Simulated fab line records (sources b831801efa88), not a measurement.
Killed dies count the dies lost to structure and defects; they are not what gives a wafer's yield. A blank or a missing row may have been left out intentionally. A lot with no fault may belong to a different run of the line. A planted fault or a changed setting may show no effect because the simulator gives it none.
Problem report, 8D (eight disciplines) form, completed by code	flow sky130	the parts of the form that need people (team, actions taken, sign-off) are left out

1. WHAT IS WRONG
cathode-dc-power-W at SKY_CAPM_SPUTTER_02 reads a mean of 6270.0 W on 6 wafers of 2 lots; wafers without a fault read 6499.8 W with a standard deviation of 1.2. That is -99 or more standard deviations from the usual mean.
The step: material TiN, target thk 200 nm, time 171.6 s.
Earliest sighting: wafer L413.1 on pvd-sputter-04 at day 40 21:13. The record holds 12 wafers of 4 lots with a number at this step. Rule for "out" (also "out of limits"): further than 4 standard deviations from the usual mean. The rest of the wafers with a number are treated as sound.

2. WHAT THIS IS AND IS NOT
question	is	is not
which readings at this step	cathode-dc-power-W	throttle-valve-pct
which lots	L413, L414	L411, L427
which wafers of those lots	all that have a number	-
read on which tools	pvd-sputter-04	-
when	from day 40 21:13	up to then (3 sound wafers); but 3 sound wafers of L427 came after

3. THE SUSPECTS, EACH WITH WHAT RULES IT OUT
Counting: a tool at any process step up to the reading remains a suspect when it ran all the lots that are out and ran no sound lot after the first of those.
- pvd-sputter-04 at SKY_CAPM_SPUTTER_02 (material TiN, target thk 200 nm, time 171.6 s): ruled out as a lasting fault. The sound lots L427 went through it after L413, its earliest lot that is out (day 40 21:13).
Left after counting: nothing in the record.

4. THE CAUSE (what the simulator had put in)
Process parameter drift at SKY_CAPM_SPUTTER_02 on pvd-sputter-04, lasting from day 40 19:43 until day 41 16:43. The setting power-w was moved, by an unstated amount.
Counting ruled it out, wrongly.

5. SEQUENCE OF EFFECTS, ordered by route
Each row: a reading where the mean over the struck wafers with a number is more than 3 standard deviations away from the usual. Only readings for which the record gives a usual standard deviation are gone through. hours: the time from each lot's start at the first step in this table that gives one to its start at this step, as a median over the lots. sigmas: the change in usual standard deviations.
hours	step	reading	usual	on struck wafers	change	sigmas
0	SKY_CAPM_SPUTTER_02	cathode-dc-power-W	6499.8 W	6270.0	-229.8	-99 or more
Process steps it contains:
- SKY_CAPM_SPUTTER_02: material TiN, target thk 200 nm, time 171.6 s.

6. HOW IT WOULD HAVE BEEN CAUGHT EARLIER
In this record the first reading out of limits was taken at day 40 21:13, 2 hours after the fault began at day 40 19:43.
